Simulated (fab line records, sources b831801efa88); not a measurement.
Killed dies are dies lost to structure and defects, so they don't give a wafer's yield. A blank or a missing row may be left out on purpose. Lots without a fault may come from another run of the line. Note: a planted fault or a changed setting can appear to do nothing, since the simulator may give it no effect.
Comparing a struck lot with a sound one | flow sky130 | 15 steps out of a route of 708
Sound: the wafers L523.1, L523.3, L523.5. Wafers struck: L514.1, L514.2, L514.4. The cause is given at the end.
Each step with rows lists, per side, the tool, then ch with its chambers, then its first start. Under that, the readings that differ: sound wafers | struck wafers | difference of the means | sigmas: that difference in standard deviations of wafers without a fault.
alike: same words and numbers on both sides, and readings whose means sit less than 2 such deviations apart. not compared: any withheld reading, any reading some wafer has no value for, any bound like >300 that may hide the same value, and any number with overlapping values for which the record gives no deviation.
Wherever a step has rows on one side only, a row that says differs or no value, or a row with sigmas, the two part there. When numbers do not overlap yet have no deviation, they are printed without sigmas and do not part them. Lack of a reading on every wafer of one side parts them only where that side has two or more wafers.

first, 8 steps without rows for these wafers: SKY_LOCAL_INTERCONNECT_DEHYDRATE_03 (time 60 s); SKY_LOCAL_INTERCONNECT_HMDS_04 (prime time 60 s); SKY_LOCAL_INTERCONNECT_COAT_05 (resist thk 60 nm); SKY_LOCAL_INTERCONNECT_COAT_06 (resist thk 450 nm); SKY_LOCAL_INTERCONNECT_SOFTBAKE_07 (time 90 s); SKY_LOCAL_INTERCONNECT_EXPOSE_08 (exposes mask LI1M, target cd 170 nm); SKY_LOCAL_INTERCONNECT_PEB_09; SKY_LOCAL_INTERCONNECT_DEVELOP_10 (develop time 60 s).
SKY_LOCAL_INTERCONNECT_CD_MEAS_11: target cd 170 nm.
  struck on cd-sem-01, day 31 19:08; sound on cd-sem-02, day 34 21:44
  alike: cd-nm
SKY_LOCAL_INTERCONNECT_OVL_MEAS_12:
  struck on overlay-01, day 31 19:16; sound on overlay-02, day 34 21:52
  alike: LOCAL_INTERCONNECT_OVL
SKY_LOCAL_INTERCONNECT_ETCH_13: etches BARC in N2/H2, stops on SiO2, time 45.9 s, target depth 60 nm.
  sound on rie-metal-01 ch 0,1, day 34 21:54; struck on rie-metal-02 ch 0,1, day 31 19:18
  alike: drypump-motor-current-A, oes-product-au, throttle-valve-pct
  not compared: rf-hours-counter-h
SKY_LOCAL_INTERCONNECT_METAL_ETCH_14: etches TiN in Cl2/BCl3, stops on PSG, target depth 110 nm, time 31.4 s.
  sound on rie-metal-01 ch 0,1, day 34 21:58; struck on rie-metal-02 ch 0,1, day 31 19:22
  alike: drypump-motor-current-A, oes-product-au, throttle-valve-pct
  not compared: rf-hours-counter-h
SKY_LOCAL_INTERCONNECT_STRIP_15: strips in O2/N2.
  sound on plasma-asher-01 ch 0,1, day 34 22:01; struck on plasma-asher-04 ch 0,1, day 31 19:25
  no value came back on the struck wafers for chamber-pressure-mTorr (mTorr), drypump-motor-current-A (A), oes-product-au (a.u.), strip-time-to-endpoint-s (s); on the sound wafers chamber-pressure-mTorr (mTorr) reads 1503.3 1501.1 1500.7
  reading                                                   | sound | struck          | difference | sigmas
  model.KrF-thick_of_LOCAL_INTERCONNECT_COAT_06.thk-nm (nm) | 0 0 0 | 348.6 352.3 350 | +350.3     |
  not compared: rf-hours-counter-h
then, 1 step without rows for these wafers: SKY_LOCAL_INTERCONNECT_STRIP_16 (strips in post etch residue remover, time 1200 s).
-- the record jumps here: 15 days lie between the struck wafers' starts before and after (it left off in module LOCAL_INTERCONNECT and takes up again in module PAD_OPEN, whose first step shown is number 708 of the route) --
SKY_PAD_OPEN_PROBE_99:
  struck on prober-01, day 46 17:43; sound on prober-02, day 48 23:22
  reading             | sound     | struck      | difference | sigmas
  killed-at-contacts  | 34 16 26  | 435 439 421 | +406       | +78
  killed-at-front-end | 12 15 8   | 17 19 25    | +9         | +2
  killed-dies         | 100 88 83 | 492 492 492 | +402       | +45
  killed-on-rim       | 25 18 8   | 96 96 96    | +79        | +20
  alike: killed_at_M0_to_M3, killed_at_M4_up, killed-at-other, killed-open, killed-short

## WHERE THEY PART
Last at SKY_PAD_OPEN_PROBE_99 as far as this record goes, first at SKY_LOCAL_INTERCONNECT_STRIP_15.

WHY: whatever the simulator had introduced
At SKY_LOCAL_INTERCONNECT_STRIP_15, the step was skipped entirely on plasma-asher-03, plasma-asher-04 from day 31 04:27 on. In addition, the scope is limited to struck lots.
